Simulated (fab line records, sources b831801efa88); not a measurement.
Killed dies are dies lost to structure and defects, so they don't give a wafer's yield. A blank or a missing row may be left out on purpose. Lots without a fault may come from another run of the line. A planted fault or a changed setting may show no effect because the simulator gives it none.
One fault seen from 2 desks | flow sky130 | each desk has only its own numbers; what lay behind them comes last

THE TOOL OWNER'S DESK: implanter-03
The tool's own readings at SKY_NWELL_IMPLANT_24: means of the sampled wafers that have a number, for each lot that ran on this tool. A lot is out of limits, marked OUT, if its mean lies more than 4 standard deviations from the usual mean; the brackets give that distance.
Columns: A = dose_ions_cm2 at SKY_NWELL_IMPLANT_24, usual 9.199e+12; B = faraday_current_uA at SKY_NWELL_IMPLANT_24, usual 51.9
lot  | first seen here | A                   | B
L681 | day 7 12:35     | 9.981e+12 (+71) OUT | 55.3
L682 | day 7 20:58     | 9.982e+12 (+71) OUT | 56.5 (+4.2) OUT
L694 | day 11 12:53    | 9.206e+12           | 52.5
This desk's finding: out of limits on L681, L682; first on L681, day 7 12:35 (dose_ions_cm2 at SKY_NWELL_IMPLANT_24). In limits: L694.

THE METROLOGY DESK
What the gauges read, lot by lot, whatever tool the lot ran on: means of the sampled wafers that have a number. A lot is out of limits, marked OUT, if its mean lies more than 4 standard deviations from the usual mean; the brackets give that distance.
Columns: A = NWELL_00_OVL at SKY_NWELL_OVL_MEAS_10, usual 0.2 nm; B = NWELL_2_TW at SKY_NWELL_TW_MEAS_26, usual 499.9; C = VT_ADJUST_PCH_OVL at SKY_VT_ADJUST_PCH_OVL_MEAS_07, usual -0.8 nm
lot  | first seen here | A    | B     | C
L672 | day 4 16:40     | -1.5 | 499.9 | -1.2
L674 | day 5 06:38     | 0.4  | 498.1 | -3.0
L681 | day 6 17:50     | 1.2  | 506.8 | -1.3
L682 | day 7 02:04     | -2.4 | 508.8 | -2.7
L684 | day 7 12:13     | 0.1  | 499.7 | 0.4
L689 | day 8 15:06     | -0.0 | 502.1 | -1.6
L690 | day 8 19:58     | 0.3  | 503.0 | -0.5
L691 | day 8 23:46     | -0.8 | 499.9 | -2.0
L692 | day 9 13:58     | 2.5  | 503.9 | -1.8
L693 | day 10 01:08    | 3.4  | 496.8 | -1.4
L695 | day 10 12:55    | -1.2 | 495.8 | -2.9
L694 | day 10 13:16    | 1.2  | 496.4 | -1.6
This desk's finding: nothing out of limits on any of the 12 lots.

PUT TOGETHER
The tool owner's desk could have raised an alarm at day 7 12:35, on L681, L682.
The metrology desk saw nothing out of limits.
The metrology desk has L681, L682 on record, within its limits.
Of the lots named, all ran SKY_NWELL_IMPLANT_24 on implanter-03.

WHAT THE SIMULATOR HAD PUT IN
Process parameter drift: implanter-03, from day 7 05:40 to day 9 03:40, at SKY_NWELL_IMPLANT_24. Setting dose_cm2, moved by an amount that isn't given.
Lots struck among those shown: L681, L682.
Hours from the fault's start to each desk's first reading out of limits: the tool owner's desk, 7.
